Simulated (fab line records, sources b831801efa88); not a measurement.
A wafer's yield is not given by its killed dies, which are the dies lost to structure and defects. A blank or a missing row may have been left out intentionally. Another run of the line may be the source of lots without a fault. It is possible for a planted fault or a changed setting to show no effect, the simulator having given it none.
fab line records    flow sky130
[record] lots = 6  wafers = 18  last-day = 50
route steps=708 shown METAL2@490
lots that met no fault: from a run of the same line without faults
start-h: the number of hours between the record's first day and the start of the first shown wafer of the lot    wait-h: how many hours have passed since the lot's step before this one    " identical to the entry in the row above    L1.1+2: a single row standing in for several wafers    - either no value or no given start    * or withheld: withheld    < > ~ a bound
route shown NAME@n: NAME is a module with steps in the file, n the number in the route of the first one    usual: mean/standard deviation of fault-free wafers    same: alike in all rows    chamber/n: place in a boat    sites: per-site readings    _std_site: the standard deviation of these    _edge_site: outer sites' mean less inner sites'    radius-mm: how far each site lies from the wafer's centre    mask NAME#n: copy n    behind: the last tool/chamber to shape the wafer    hold: why the lot went on hold/how many hours it stayed there/how the hold came to an end    device: whichever transistor did not switch (one of n, p or np)    end of line: the tests these same wafers got at the end of their route    where a step has no rows: the recipe by itself    killed: dies lost to structure and defects at the first sort, not the wafer's yield    map: a wafer's dies, x killed, . not, _ none there
set.NAME: the run value of the setting; set.NAME@STEP: its run value at that earlier step    model.NAME: the simulator's own value behind a step, which no gauge read
lots at selected steps of the route; one table per step, one row per wafer
services: from which hour (start-h, from the record's first day; less than 0 if before it) a tool's chamber was out of use, for how many hours, and why
[[steps]]
[step SKY_METAL2_DEHYDRATE_07]
[recipe] temp-c = 200  time-s = 60
[step SKY_METAL2_HMDS_08]
[recipe] prime-time-s = 60  prime-temp-c = 120
[step SKY_METAL2_COAT_09]
[recipe] resist = BARC  temp-c = withheld  time-s = withheld  spin-rpm = 3000  resist-thk-nm = 60
[step SKY_METAL2_COAT_10]
[recipe] resist = KrF-thick  spin-rpm = 3000  resist-thk-nm = 450
[step SKY_METAL2_SOFTBAKE_11]
[recipe] temp-c = 100  time-s = 90  resist = KrF-thick
[step SKY_METAL2_EXPOSE_12]
[recipe] mask-id = MM2  na = 0.8  source-shape = annular  sigma-inner = 0.55  sigma-outer = 0.85  target-cd-nm = 140  dose-mj = 28
[step SKY_METAL2_PEB_13]
[recipe] peb-temp-c = withheld  peb-time-s = withheld  resist = KrF-thick
[step SKY_METAL2_DEVELOP_14]
[recipe] develop-time-s = 60  resist = KrF-thick  dev-temp-c = 21
[step SKY_METAL2_CD_MEAS_15]
[recipe] target-cd-nm = 140
[usual] cd-nm = 140.2/1.5
lot.wafer  tool       chamber  start-h  wait-h  cd-nm
L945.1     cd-sem-02  -        853.06   -       142.2
L945.5     "          -        "        "       140.6
L945.6     "          -        "        "       140.4
L948.1     cd-sem-01  -        883.48   -       140.7
L948.5     "          -        "        "       139.3
L948.6     "          -        "        "       140.3
L957.1     cd-sem-02  -        935.08   -       139.0
L957.2     "          -        "        "       140.4
L957.6     "          -        "        "       140.0
L958.2     cd-sem-02  -        946.83   -       142.7
L958.3     "          -        "        "       142.7
L958.6     "          -        "        "       142.3
L961.3     cd-sem-01  -        963.26   -       140.3
L961.5     "          -        "        "       139.4
L961.6     "          -        "        "       139.9
L963.1     cd-sem-02  -        973.59   -       140.4
L963.2     "          -        "        "       140.0
L963.4     "          -        "        "       141.7
[step SKY_METAL2_OVL_MEAS_16]
[usual] METAL2_OVL = -2/4.7
lot.wafer  tool        chamber  start-h  wait-h  METAL2_OVL[nm]
L945.1     overlay-01  -        853.18   0.1     0
L945.5     "           -        "        "       -1
L945.6     "           -        "        "       -3
L948.1     overlay-02  -        883.60   0.1     -12
L948.5     "           -        "        "       -2
L948.6     "           -        "        "       -4
L957.1     overlay-02  -        935.20   0.1     -6
L957.2     "           -        "        "       3
L957.6     "           -        "        "       2
L958.2     overlay-01  -        946.93   0.1     0
L958.3     "           -        "        "       -1
L958.6     "           -        "        "       0
L961.3     overlay-01  -        963.35   0.1     -8
L961.5     "           -        "        "       -5
L961.6     "           -        "        "       -6
L963.1     overlay-02  -        973.71   0.1     0
L963.2     "           -        "        "       1
L963.4     "           -        "        "       -5
[step SKY_METAL2_DESCUM_17]
[recipe] chemistry = O2  source-power-w = 150  bias-power-w = 0  pressure-mtorr = 10  temp-c = 40  time-s = 8
[usual] drypump-motor-current-A = 5.47/0.27  oes-product-au = 0.997/0.0091
lot.wafer  tool          chamber  start-h  wait-h  drypump-motor-current-A  oes-product-au  rf-hours-counter-h
L945.1     rie-metal-01  1        853.21   0.0     5.23                     0.980           7
L945.5     "             1        "        "       5.23                     0.995           -
L945.6     "             1        "        "       5.22                     0.988           -
L948.1     rie-metal-02  1        883.64   0.0     5.40                     1.004           4
L948.5     "             0        "        "       5.63                     0.989           -
L948.6     "             1        "        "       5.36                     1.009           -
L957.1     rie-metal-01  0        935.24   0.0     5.43                     0.994           3
L957.2     "             1        "        "       5.23                     0.995           11
L957.6     "             1        "        "       5.25                     0.988           -
L958.2     rie-metal-04  1        946.96   0.0     6.01                     1.004           11
L958.3     "             1        "        "       6.03                     0.996           -
L958.6     "             0        "        "       5.21                     1.003           -
L961.3     rie-metal-02  0        963.39   0.0     5.63                     1.002           -
L961.5     "             1        "        "       5.36                     1.007           -
L961.6     "             0        "        "       5.64                     0.997           -
L963.1     rie-metal-02  1        973.74   0.0     5.36                     0.992           8
L963.2     "             0        "        "       5.63                     0.992           7
L963.4     "             1        "        "       5.36                     1.005           -
[step SKY_METAL2_ETCH_18]
[recipe] chemistry = N2/H2  target = BARC  ion-energy-ev = 200  bias-w = 100  pressure-mtorr = 30  n2-flow-sccm = 100  h2-flow-sccm = 200  icp-w = 500  stop-on = SiO2  time-s = 45.9  target-depth-a = 600
[usual] bias-w = 99.99/0.26  chamber-pressure-mTorr = 30.000/0.029  drypump-motor-current-A = 5.48/0.27  oes-product-au = 0.855/0.0049  throttle-valve-pct = 13.225/0.0084
lot.wafer  tool          chamber  start-h  wait-h  bias-w  chamber-pressure-mTorr  drypump-motor-current-A  oes-product-au  rf-hours-counter-h  throttle-valve-pct
L945.1     rie-metal-01  1        853.28   0.1     99.90   30.021                  5.24                     0.852           7                   13.234
L945.5     "             1        "        "       100.31  30.045                  5.23                     0.856           -                   13.225
L945.6     "             1        "        "       100.15  29.994                  5.26                     0.853           -                   13.221
L948.1     rie-metal-02  1        883.67   0.0     100.02  29.989                  5.33                     0.853           4                   13.226
L948.5     "             0        "        "       99.95   29.945                  5.65                     0.853           -                   13.235
L948.6     "             1        "        "       100.18  30.008                  5.37                     0.855           -                   13.219
L957.1     rie-metal-01  0        935.27   0.0     99.77   29.981                  5.46                     0.861           3                   13.233
L957.2     "             1        "        "       100.12  30.062                  5.25                     0.854           11                  13.226
L957.6     "             1        "        "       100.07  29.985                  5.25                     0.860           -                   13.222
L958.2     rie-metal-04  1        947.00   0.0     99.62   29.976                  6.01                     0.860           11                  13.216
L958.3     "             1        "        "       99.98   29.966                  6.01                     0.859           -                   13.231
L958.6     "             0        "        "       99.70   29.978                  5.20                     0.848           -                   13.226
L961.3     rie-metal-02  0        963.43   0.0     99.61   30.025                  5.67                     0.857           -                   13.229
L961.5     "             1        "        "       99.86   30.046                  5.38                     0.850           -                   13.236
L961.6     "             0        "        "       99.92   30.009                  5.64                     0.858           -                   13.226
L963.1     rie-metal-02  1        973.77   0.0     99.86   30.044                  5.36                     0.853           8                   13.222
L963.2     "             0        "        "       100.05  30.020                  5.64                     0.860           7                   13.219
L963.4     "             1        "        "       99.95   30.002                  5.35                     0.854           -                   13.215
[step SKY_METAL2_METAL_ETCH_19]
[recipe] target-depth-a = 3600  stop-on = SiO2  over-etch-frac = 0.3  time-s = 78  chemistry = Cl2/BCl3  resist-sidewall-deg = 88  pressure-mtorr = 10  icp-w = 900  bias-w = 48.5  Cl2_flow_sccm = 60  bcl3-flow-sccm = 30
[usual] bcl3-flow-sccm = 30.01/0.08  bias-w = 48.51/0.14  drypump-motor-current-A = 5.46/0.26  oes-product-au = 0.856/0.005  throttle-valve-pct = 22.266/0.0093
lot.wafer  tool          chamber  start-h  wait-h  bcl3-flow-sccm  bias-w  drypump-motor-current-A  oes-product-au  rf-hours-counter-h  throttle-valve-pct  model.KrF-thick_of_METAL2_COAT_10.thk-nm  model.SiO2_of_VIA1_HDPCVD_00.thk-nm
L945.1     rie-metal-01  1        853.40   0.1     29.92           48.61   5.24                     0.851           7                   22.269              163.9                                     332.7
L945.5     "             1        "        "       29.92           48.79   5.24                     0.857           -                   22.274              164.5                                     331.5
L945.6     "             1        "        "       30.01           48.57   5.25                     0.857           -                   22.276              164.1                                     331.9
L948.1     rie-metal-02  1        883.74   0.0     29.95           48.54   5.34                     0.850           4                   22.253              158.5                                     330.9
L948.5     "             0        "        "       30.04           48.59   5.62                     0.853           -                   22.261              161.2                                     330.6
L948.6     "             1        "        "       29.96           48.48   5.36                     0.854           -                   22.273              156.2                                     330.7
L957.1     rie-metal-01  0        935.34   0.0     -               -       -                        -               -                   -                   393.3                                     343
L957.2     "             1        "        "       -               -       -                        -               -                   -                   393.7                                     342.4
L957.6     "             1        "        "       -               -       -                        -               -                   -                   394.8                                     342.5
L958.2     rie-metal-04  1        947.06   0.0     -               -       -                        -               -                   -                   392.2                                     342.3
L958.3     "             1        "        "       -               -       -                        -               -                   -                   391.3                                     343.5
L958.6     "             0        "        "       -               -       -                        -               -                   -                   392                                       343.3
L961.3     rie-metal-02  0        963.50   0.1     29.86           48.39   5.61                     0.849           -                   22.272              158.9                                     330.7
L961.5     "             1        "        "       30.13           48.42   5.37                     0.859           -                   22.261              154.9                                     329.9
L961.6     "             0        "        "       30.21           48.58   5.61                     0.849           -                   22.272              158.5                                     330.1
L963.1     rie-metal-02  1        973.84   0.0     30.02           48.41   5.34                     0.858           8                   22.265              152.5                                     330.4
L963.2     "             0        "        "       29.97           48.22   5.61                     0.854           7                   22.273              160.3                                     330.4
L963.4     "             1        "        "       30.04           48.60   5.33                     0.860           -                   22.257              153.3                                     332.7
[step SKY_METAL2_STRIP_20]
[recipe] chemistry = O2/N2  power-w = 1400  pressure-mtorr = 1500  platen-temp-c = withheld  o2-flow-sccm = 3000  n2-flow-sccm = 300  overash-fraction = 0.5
[usual] drypump-motor-current-A = 5.6/0.57  o2-flow-sccm = 2999/8  oes-product-au = 0.343/0.0051  strip-time-to-endpoint-s = 2.71/0.04
[same] overash-fraction = 0.5
lot.wafer  tool             chamber  start-h  wait-h  drypump-motor-current-A  o2-flow-sccm  oes-product-au  rf-hours-counter-h  strip-time-to-endpoint-s
L945.1     plasma-asher-02  0        853.58   0.1     5.8                      3004          0.338           101                 2.76
L945.5     "                0        "        "       5.8                      3014          0.344           -                   2.76
L945.6     "                1        "        "       6.4                      2987          0.350           -                   2.75
L948.1     plasma-asher-01  0        883.83   0.1     4.9                      3001          0.341           14                  2.71
L948.5     "                1        "        "       5.2                      3003          0.345           -                   2.72
L948.6     "                0        "        "       4.8                      3001          0.344           -                   2.65
L957.1     plasma-asher-03  0        935.43   0.1     6.2                      3009          0.450           79                  5.20
L957.2     "                1        "        "       5.3                      3007          0.450           79                  5.21
L957.6     "                1        "        "       5.3                      2993          0.437           -                   5.23
L958.2     plasma-asher-03  0        947.15   0.1     6.2                      2995          0.445           80                  5.20
L958.3     "                0        "        "       6.2                      3001          0.440           -                   5.20
L958.6     "                0        "        "       6.2                      3003          0.446           -                   5.18
L961.3     plasma-asher-01  0        963.59   0.1     4.8                      2995          0.346           -                   2.70
L961.5     "                0        "        "       4.8                      3004          0.338           -                   2.66
L961.6     "                1        "        "       5.2                      2998          0.355           -                   2.69
L963.1     plasma-asher-03  1        973.93   0.1     5.3                      2990          0.337           83                  2.63
L963.2     "                0        "        "       6.2                      3006          0.347           83                  2.73
L963.4     "                0        "        "       6.2                      3003          0.343           -                   2.64
[step SKY_METAL2_STRIP_21]
[recipe] chemistry = post-etch-residue-remover  time-s = 1200  temp-c = 72.5
[[services]]
tool             chamber  start-h  hours  kind
rie-metal-01     0        844.13   -      clean
rie-metal-01     0        844.13   19.7   scheduled-down
rie-metal-01     0        844.13   19.7   vent-cycle
rie-metal-02     -        924.23   14.6   pm
plasma-asher-03  -        929.29   0.7    repair
plasma-asher-02  -        951.60   0.8    repair
[[key]]
[first-sign] step = SKY_METAL2_METAL_ETCH_19  reading = tool-record  direction = missing
[effect] step = SKY_METAL2_STRIP_20  reading = strip-time-to-endpoint-s  direction = up  sigmas = 62  usual = *  struck = *
[model-effect] step = SKY_METAL2_METAL_ETCH_19  value = KrF-thick_of_METAL2_COAT_10.thk-nm  without = 158.7  struck = 392.9
met-at SKY_METAL2_METAL_ETCH_19
struck-wafers L957.1,L957.2,L957.6,L958.2,L958.3,L958.6
later-rows-left-out L957.1,L957.2,L957.6,L958.2,L958.3,L958.6
sort-left-out L957.1,L957.2,L957.6,L958.2,L958.3,L958.6
onset-between 853.40 935.34
[fault] kind = skipped-step-whole  tool = rie-metal-01,rie-metal-04  chamber = -  onset-h = 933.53  steps = SKY_METAL2_METAL_ETCH_19  scope = struck-lots-only
// sort-left-out: the simulated sort isn't trusted on such a fault, so these wafers' sort isn't shown, and their yield isn't known
// later-rows-left-out: the simulator's readings of these wafers behind a module that went badly wrong aren't trusted and aren't shown, but for the sort
